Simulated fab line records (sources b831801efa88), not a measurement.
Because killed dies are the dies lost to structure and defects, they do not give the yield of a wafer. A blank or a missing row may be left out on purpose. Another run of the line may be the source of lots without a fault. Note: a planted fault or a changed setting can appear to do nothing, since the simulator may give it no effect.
Which of the tools did it? || flow gf180mcu || 42 wafers from 14 lots sampled at 5 of the route's 602 steps

WHAT EACH GAUGE READ, for each wafer
GF_VT_IMPLANT_OVL_MEAS_29. Usual: VT_IMPLANT_02_OVL gives -0.8 nm (standard deviation 1.4).
{"lot": "L830", "measured": "day 7 20:28", "on": "overlay-01", "VT_IMPLANT_02_OVL (nm)": "0.6 -0.8 0.1", "flag": ""}
{"lot": "L831", "measured": "day 8 06:37", "on": "overlay-01", "VT_IMPLANT_02_OVL (nm)": "-1.2 -1.2 -0.3", "flag": ""}
{"lot": "L833", "measured": "day 8 17:53", "on": "overlay-02", "VT_IMPLANT_02_OVL (nm)": "-2.0 -1.7 -0.6", "flag": ""}
{"lot": "L835", "measured": "day 9 06:07", "on": "overlay-02", "VT_IMPLANT_02_OVL (nm)": "-2.5 -2.7 -2.4", "flag": ""}
{"lot": "L837", "measured": "day 9 15:19", "on": "overlay-02", "VT_IMPLANT_02_OVL (nm)": "-0.3 -2.3 -3.6", "flag": ""}
{"lot": "L838", "measured": "day 10 00:13", "on": "overlay-02", "VT_IMPLANT_02_OVL (nm)": "-0.2 -0.1 0.5", "flag": ""}
{"lot": "L839", "measured": "day 10 03:16", "on": "overlay-01", "VT_IMPLANT_02_OVL (nm)": "-0.6 -1.5 0.3", "flag": ""}
{"lot": "L842", "measured": "day 10 23:31", "on": "overlay-02", "VT_IMPLANT_02_OVL (nm)": "-0.4 -2.2 -1.7", "flag": ""}
{"lot": "L844", "measured": "day 11 13:16", "on": "overlay-02", "VT_IMPLANT_02_OVL (nm)": "0.2 -1.2 1.6", "flag": ""}
{"lot": "L845", "measured": "day 11 15:43", "on": "overlay-01", "VT_IMPLANT_02_OVL (nm)": "0.3 0.2 0.8", "flag": ""}
{"lot": "L847", "measured": "day 12 04:40", "on": "overlay-02", "VT_IMPLANT_02_OVL (nm)": "-2.5 -1.3 -1.9", "flag": ""}
{"lot": "L848", "measured": "day 12 10:56", "on": "overlay-01", "VT_IMPLANT_02_OVL (nm)": "-1.8 -1.4 -0.2", "flag": ""}
{"lot": "L849", "measured": "day 12 15:05", "on": "overlay-01", "VT_IMPLANT_02_OVL (nm)": "1.8 0.9 -0.2", "flag": ""}
{"lot": "L851", "measured": "day 13 02:14", "on": "overlay-01", "VT_IMPLANT_02_OVL (nm)": "-1.2 -0.5 0.8", "flag": ""}

GF_HV_LDD_CD_MEAS_07 targets a cd of 400 nm. Usual: 400.6 nm for cdNm, sd 2.4.
{"lot": "L830", "measured": "day 11 07:04", "on": "cdSem-02", "cdNm (nm)": "400.9 401.3 402.2", "flag": ""}
{"lot": "L831", "measured": "day 11 16:34", "on": "cdSem-02", "cdNm (nm)": "405.0 402.6 405.9", "flag": ""}
{"lot": "L833", "measured": "day 12 09:31", "on": "cdSem-02", "cdNm (nm)": "396.4 398.6 399.1", "flag": ""}
{"lot": "L835", "measured": "day 12 22:52", "on": "cdSem-02", "cdNm (nm)": "401.1 402.5 401.2", "flag": ""}
{"lot": "L837", "measured": "day 13 08:13", "on": "cdSem-02", "cdNm (nm)": "401.2 399.9 402.0", "flag": ""}
{"lot": "L838", "measured": "day 13 18:08", "on": "cdSem-02", "cdNm (nm)": "402.3 398.9 400.5", "flag": ""}
{"lot": "L839", "measured": "day 13 22:25", "on": "cdSem-02", "cdNm (nm)": "401.8 402.2 404.7", "flag": ""}
{"lot": "L842", "measured": "day 14 23:08", "on": "cdSem-01", "cdNm (nm)": "400.9 400.5 400.6", "flag": ""}
{"lot": "L844", "measured": "day 15 07:40", "on": "cdSem-01", "cdNm (nm)": "425.1 424.0 422.9", "flag": "OFF"}
{"lot": "L845", "measured": "day 15 16:00", "on": "cdSem-01", "cdNm (nm)": "424.5 427.2 426.0", "flag": "OFF"}
{"lot": "L847", "measured": "day 16 07:03", "on": "cdSem-01", "cdNm (nm)": "414.5 416.0 415.1", "flag": "OFF"}
{"lot": "L848", "measured": "day 16 17:46", "on": "cdSem-02", "cdNm (nm)": "400.0 399.8 399.3", "flag": ""}
{"lot": "L849", "measured": "day 16 21:40", "on": "cdSem-01", "cdNm (nm)": "395.1 399.0 395.5", "flag": ""}
{"lot": "L851", "measured": "day 17 05:29", "on": "cdSem-01", "cdNm (nm)": "400.0 399.5 399.5", "flag": ""}

GF_HV_LDD_CD_MEAS_19 targets a cd of 400 nm. Usual: 399.4 nm for cdNm, sd 2.7.
{"lot": "L830", "measured": "day 12 02:43", "on": "cdSem-02", "cdNm (nm)": "396.4 398.0 398.5", "flag": ""}
{"lot": "L831", "measured": "day 12 12:01", "on": "cdSem-02", "cdNm (nm)": "396.4 398.0 397.4", "flag": ""}
{"lot": "L833", "measured": "day 13 06:02", "on": "cdSem-02", "cdNm (nm)": "400.8 399.8 401.4", "flag": ""}
{"lot": "L835", "measured": "day 13 20:05", "on": "cdSem-02", "cdNm (nm)": "399.6 400.0 398.1", "flag": ""}
{"lot": "L837", "measured": "day 14 05:47", "on": "cdSem-02", "cdNm (nm)": "401.3 402.3 400.9", "flag": ""}
{"lot": "L838", "measured": "day 14 15:00", "on": "cdSem-01", "cdNm (nm)": "404.0 403.2 404.8", "flag": ""}
{"lot": "L839", "measured": "day 14 19:28", "on": "cdSem-02", "cdNm (nm)": "401.1 403.2 402.2", "flag": ""}
{"lot": "L842", "measured": "day 15 21:41", "on": "cdSem-02", "cdNm (nm)": "394.3 397.3 393.3", "flag": ""}
{"lot": "L844", "measured": "day 16 06:42", "on": "cdSem-01", "cdNm (nm)": "399.0 399.3 397.1", "flag": ""}
{"lot": "L845", "measured": "day 16 15:24", "on": "cdSem-02", "cdNm (nm)": "398.5 396.4 399.7", "flag": ""}
{"lot": "L847", "measured": "day 17 06:33", "on": "cdSem-02", "cdNm (nm)": "400.2 398.7 400.5", "flag": ""}
{"lot": "L848", "measured": "day 17 18:31", "on": "cdSem-02", "cdNm (nm)": "397.3 399.1 397.7", "flag": ""}
{"lot": "L849", "measured": "day 17 22:22", "on": "cdSem-02", "cdNm (nm)": "397.3 401.0 398.1", "flag": ""}
{"lot": "L851", "measured": "day 18 07:01", "on": "cdSem-02", "cdNm (nm)": "400.6 398.6 399.3", "flag": ""}

GF_HV_LDD_TW_MEAS_23. Usual: HV_LDD_2_TW gives 1046 (standard deviation 12).
{"lot": "L830", "measured": "day 12 03:07", "on": "filmMetro-04", "HV_LDD_2_TW": "1036 1034 1031", "flag": ""}
{"lot": "L831", "measured": "day 12 12:25", "on": "filmMetro-03", "HV_LDD_2_TW": "1039 1036 1038", "flag": ""}
{"lot": "L833", "measured": "day 13 06:28", "on": "filmMetro-03", "HV_LDD_2_TW": "1041 1041 1045", "flag": ""}
{"lot": "L835", "measured": "day 13 20:29", "on": "filmMetro-02", "HV_LDD_2_TW": "1059 1059 1062", "flag": ""}
{"lot": "L837", "measured": "day 14 06:11", "on": "filmMetro-03", "HV_LDD_2_TW": "1046 1044 1046", "flag": ""}
{"lot": "L838", "measured": "day 14 15:25", "on": "filmMetro-03", "HV_LDD_2_TW": "1044 1046 1040", "flag": ""}
{"lot": "L839", "measured": "day 14 19:52", "on": "filmMetro-03", "HV_LDD_2_TW": "1044 1044 1044", "flag": ""}
{"lot": "L842", "measured": "day 15 22:05", "on": "filmMetro-02", "HV_LDD_2_TW": "1062 1069 1065", "flag": ""}
{"lot": "L844", "measured": "day 16 07:07", "on": "filmMetro-03", "HV_LDD_2_TW": "1044 1043 1043", "flag": ""}
{"lot": "L845", "measured": "day 16 15:49", "on": "filmMetro-02", "HV_LDD_2_TW": "1065 1071 1068", "flag": ""}
{"lot": "L847", "measured": "day 17 06:58", "on": "filmMetro-02", "HV_LDD_2_TW": "1066 1063 1063", "flag": ""}
{"lot": "L848", "measured": "day 17 18:53", "on": "filmMetro-04", "HV_LDD_2_TW": "1033 1033 1034", "flag": ""}
{"lot": "L849", "measured": "day 17 22:46", "on": "filmMetro-02", "HV_LDD_2_TW": "1064 1068 1064", "flag": ""}
{"lot": "L851", "measured": "day 18 07:26", "on": "filmMetro-03", "HV_LDD_2_TW": "1050 1045 1051", "flag": ""}

WHAT TOOL EACH LOT RAN ON (gives the tool, then ch and the chambers of the sampled wafers, and finally the start)
{"lot": "L830", "GF_HV_LDD_EXPOSE_04": "ilineStepper-02 ch 0, day 10 21:47"}
{"lot": "L831", "GF_HV_LDD_EXPOSE_04": "ilineStepper-01 ch 0, day 11 07:21"}
{"lot": "L833", "GF_HV_LDD_EXPOSE_04": "ilineStepper-01 ch 0, day 11 23:22"}
{"lot": "L835", "GF_HV_LDD_EXPOSE_04": "ilineStepper-02 ch 0, day 12 12:53"}
{"lot": "L837", "GF_HV_LDD_EXPOSE_04": "ilineStepper-01 ch 0, day 12 21:58"}
{"lot": "L838", "GF_HV_LDD_EXPOSE_04": "ilineStepper-02 ch 0, day 13 08:02"}
{"lot": "L839", "GF_HV_LDD_EXPOSE_04": "ilineStepper-01 ch 0, day 13 12:06"}
{"lot": "L842", "GF_HV_LDD_EXPOSE_04": "ilineStepper-01 ch 0, day 14 11:52"}
{"lot": "L844", "GF_HV_LDD_EXPOSE_04": "ilineStepper-02 ch 0, day 14 20:22"}
{"lot": "L845", "GF_HV_LDD_EXPOSE_04": "ilineStepper-02 ch 0, day 15 04:54"}
{"lot": "L847", "GF_HV_LDD_EXPOSE_04": "ilineStepper-02 ch 0, day 15 19:57"}
{"lot": "L848", "GF_HV_LDD_EXPOSE_04": "ilineStepper-01 ch 0, day 16 06:09"}
{"lot": "L849", "GF_HV_LDD_EXPOSE_04": "ilineStepper-01 ch 0, day 16 09:46"}
{"lot": "L851", "GF_HV_LDD_EXPOSE_04": "ilineStepper-01 ch 0, day 16 17:58"}
- GF_HV_LDD_EXPOSE_04: exposes mask Nplus LV AREA, target cd 400 nm.

AS READ BY THE TOOLS THEMSELVES (means over the sampled wafers that have a number; for cases with no such wafer, the mark the record gives instead)
GF_HV_LDD_EXPOSE_04. Usual: exposureDoseMJCm2 139.93, standard deviation 0.15; focusOffsetNm 0.1 nm, standard deviation 0.5.
{"lot": "L830", "tool": "ilineStepper-02", "exposureDoseMJCm2": 139.89, "focusOffsetNm (nm)": -0.2, "flag": ""}
{"lot": "L831", "tool": "ilineStepper-01", "exposureDoseMJCm2": 139.89, "focusOffsetNm (nm)": 0.3, "flag": ""}
{"lot": "L833", "tool": "ilineStepper-01", "exposureDoseMJCm2": 139.86, "focusOffsetNm (nm)": 0.1, "flag": ""}
{"lot": "L835", "tool": "ilineStepper-02", "exposureDoseMJCm2": 139.95, "focusOffsetNm (nm)": 0.2, "flag": ""}
{"lot": "L837", "tool": "ilineStepper-01", "exposureDoseMJCm2": 139.97, "focusOffsetNm (nm)": -0.0, "flag": ""}
{"lot": "L838", "tool": "ilineStepper-02", "exposureDoseMJCm2": 139.97, "focusOffsetNm (nm)": 0.1, "flag": ""}
{"lot": "L839", "tool": "ilineStepper-01", "exposureDoseMJCm2": 139.82, "focusOffsetNm (nm)": -0.2, "flag": ""}
{"lot": "L842", "tool": "ilineStepper-01", "exposureDoseMJCm2": 139.83, "focusOffsetNm (nm)": 0.4, "flag": ""}
{"lot": "L844", "tool": "ilineStepper-02", "exposureDoseMJCm2": 152.29, "focusOffsetNm (nm)": 0.1, "flag": "OFF"}
{"lot": "L845", "tool": "ilineStepper-02", "exposureDoseMJCm2": 152.10, "focusOffsetNm (nm)": 0.0, "flag": "OFF"}
{"lot": "L847", "tool": "ilineStepper-02", "exposureDoseMJCm2": 147.79, "focusOffsetNm (nm)": -0.1, "flag": "OFF"}
{"lot": "L848", "tool": "ilineStepper-01", "exposureDoseMJCm2": 139.94, "focusOffsetNm (nm)": -0.2, "flag": ""}
{"lot": "L849", "tool": "ilineStepper-01", "exposureDoseMJCm2": 139.76, "focusOffsetNm (nm)": -0.2, "flag": ""}
{"lot": "L851", "tool": "ilineStepper-01", "exposureDoseMJCm2": 139.99, "focusOffsetNm (nm)": -0.1, "flag": ""}

THE ANSWER, worked out from the rows above alone
Rule: a lot counts as off when the mean over its wafers that have a number is more than 3 standard deviations away from the usual mean. A lot without any number at a reading at which 4 lots or more have one is off too. Where the step has rows for the other lots, those lots are counted as sound. The gauges are gone through in route order, then the tools' own readings, and for those a lot's mean is taken as printed above. The first step at which some lot is off is used, and at that step the reading that is off furthest; a lot without a number counts as furthest.
Off: L844, L845, L847 (GF_HV_LDD_CD_MEAS_07, cdNm).
If a tool, at a process step before that reading, ran all the lots that are off and no sound lot after the first of them, it fits. Not tried: the gauges at GF_HV_LDD_CD_MEAS_07; whatever is off there is also off at GF_HV_LDD_EXPOSE_04, on other tools, and gauge error can't account for it. One fits: GF_HV_LDD_EXPOSE_04 on ilineStepper-02. A fault onset in the window from L838 (day 13 08:02, its last sound lot) to L844 (day 14 20:22, its first lot off) fits.
The tool's own readings at GF_HV_LDD_EXPOSE_04 bear it out: on the lots that are off they differ by more than 5 times the standard deviation of the sound lots' means. exposureDoseMJCm2 reads 150.73 there against 139.90 on the sound lots.

WHAT THE SIMULATOR HAD INSERTED
Process parameters drifting: ilineStepper-02 at GF_HV_LDD_EXPOSE_04, beginning at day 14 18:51. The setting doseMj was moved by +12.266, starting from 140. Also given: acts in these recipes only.
Shown lots that were struck: L844, L845, L847. The rule given above showed the same thing.
